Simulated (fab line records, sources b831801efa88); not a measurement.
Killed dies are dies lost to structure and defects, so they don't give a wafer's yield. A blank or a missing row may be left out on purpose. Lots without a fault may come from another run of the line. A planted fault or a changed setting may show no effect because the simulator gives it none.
A struck lot beside a sound one | flow sky130 | 15 steps out of a route of 708
Sound: wafers L518.1, L518.3, L518.6. Struck: wafers L520.3, L520.4, L520.5. The cause comes at the end.
At each step with rows: each side's tool, then ch and its chambers, then its first start. Under that, the readings that differ: sound wafers | struck wafers | difference of the means | sigmas: that difference in standard deviations of wafers without a fault.
alike: readings whose means differ by less than 2 such deviations, and words and numbers that are the same on both sides. not compared: withheld readings, readings that some wafer has no value for, bounds like >300 that may hide the same value, and numbers for which the record gives no deviation and whose values overlap.
The two part at a step that has a row with sigmas, a row that says differs or no value, or rows on one side only. Numbers that don't overlap but have no deviation are shown without sigmas and don't part them. A reading that every wafer of one side lacks parts them only if that side has two wafers or more.

first, 3 steps without rows for these wafers: SKY_SONOS_TUNNEL_EXPOSE_04 (exposes mask TUNM, target cd 410 nm); SKY_SONOS_TUNNEL_PEB_05; SKY_SONOS_TUNNEL_DEVELOP_06 (develop time 60 s).
SKY_SONOS_TUNNEL_CD_MEAS_07: target cd 410 nm.
  sound on cd_sem-02, day 11 07:24; struck on cd_sem-01, day 11 23:11
  reading    | sound             | struck            | difference | sigmas
  cd_nm (nm) | 414.3 411.7 412.4 | 405.9 403.6 403.9 | -8.3       | -4
SKY_SONOS_TUNNEL_OVL_MEAS_08:
  sound on overlay-02, day 11 07:31; struck on overlay-02, day 11 23:16
  alike: SONOS_TUNNEL_OVL
then, 3 steps without rows for these wafers: SKY_SONOS_TUNNEL_IMPLANT_09; SKY_SONOS_TUNNEL_WET_ETCH_10 (etches SiO2 in dHF, target depth 14 nm, time 280 s); SKY_SONOS_TUNNEL_STRIP_11 (strips in SPM, time 600 s).
SKY_SONOS_TUNNEL_TW_MEAS_12:
  sound on film_metro-04, day 11 07:58; struck on film_metro-01, day 11 23:44
  alike: SONOS_TUNNEL_TW
then, 2 steps without rows for these wafers: SKY_SONOS_TUNNEL_CLEAN_13 (cleans in dHF, time 20 s); SKY_SONOS_ONO_OXIDATION_00 (stabilise 600 s, purge 300 s, target thk 2.6 nm).
SKY_SONOS_ONO_THK_MEAS_01:
  sound on film_metro-04, day 11 12:21; struck on film_metro-04, day 12 03:27
  alike: SONOS_ONO_OXIDATION_THK
SKY_SONOS_ONO_CVD_02: deposits Si3N4 from DCS/NH3, target thk 10.5 nm, time 180 s.
  sound on lpcvd-02 ch 1, day 11 12:25; struck on lpcvd-02 ch 0, day 12 03:29
  reading                                     | sound             | struck            | difference | sigmas
  pressure_mtorr (mTorr)                      | 250.6 250.6 249.9 | 200.5 200.6 199.8 | -50.1      | -99 or more
  zone_power_upper_pct (%)                    | 11.5 11.3 11.4    | 13.8 13.6 13.8    | +2.3       | +2
  model.Si3N4_of_SONOS_ONO_CVD_02.thk_nm (nm) | 10.63 10.52 10.6  | 9.854 9.627 9.658 | -0.870     |
SKY_SONOS_ONO_THK_MEAS_03:
  sound on film_metro-01, day 11 13:28; struck on film_metro-01, day 12 04:47
  reading                   | sound             | struck         | difference | sigmas
  SONOS_ONO_CVD_02_THK (nm) | 10.62 10.54 10.59 | 9.86 9.57 9.67 | -0.88      | -6
  not compared: hold
-- the record jumps here: 34 days lie between the struck wafers' starts before and after (it left off in module SONOS_ONO and takes up again in module PAD_OPEN, whose first step shown is number 708 of the route) --
SKY_PAD_OPEN_PROBE_99:
  sound on prober-02, day 45 22:09; struck on prober-02, day 46 08:15
  reading                               | sound                   | struck                  | difference | sigmas
  model.etest.cap_ono.gate_log10_a_cm2  | -8.25 -8.133 -8.222     | -7.529 -7.239 -7.431    | +0.802     |
  model.etest.cap_ono.tox_acc_nm (nm)   | 13.13 13.05 13.12       | 12.52 12.38 12.51       | -0.63      |
  model.etest.sonos_programmed.vt_v (V) | 1.323 1.401 1.37        | 1.624 1.721 1.605       | +0.285     |
  model.etest.sonos_erased.vt_v (V)     | -2.195 -2.187 -2.176    | -2.462 -2.496 -2.427    | -0.276     |
  model.etest.sonos_baked.vt_v (V)      | 0.8545 0.9296 0.8804    | 0.986 1.029 1.044       | +0.132     |
  model.etest.sonos_baked.vt_less_v (V) | -0.4684 -0.4712 -0.4896 | -0.6381 -0.6921 -0.5607 | -0.1539    |
  alike: killed_at_M0_to_M3, killed_at_M4_up, killed_at_contacts, killed_at_front_end, killed_at_other, killed_dies, killed_open, killed_short

WHERE THEY PART
First at SKY_SONOS_TUNNEL_CD_MEAS_07; last, within this record, at SKY_SONOS_ONO_THK_MEAS_03. Later steps at which nothing parts them and some readings are alike: SKY_PAD_OPEN_PROBE_99.

WHY: what the simulator had put in
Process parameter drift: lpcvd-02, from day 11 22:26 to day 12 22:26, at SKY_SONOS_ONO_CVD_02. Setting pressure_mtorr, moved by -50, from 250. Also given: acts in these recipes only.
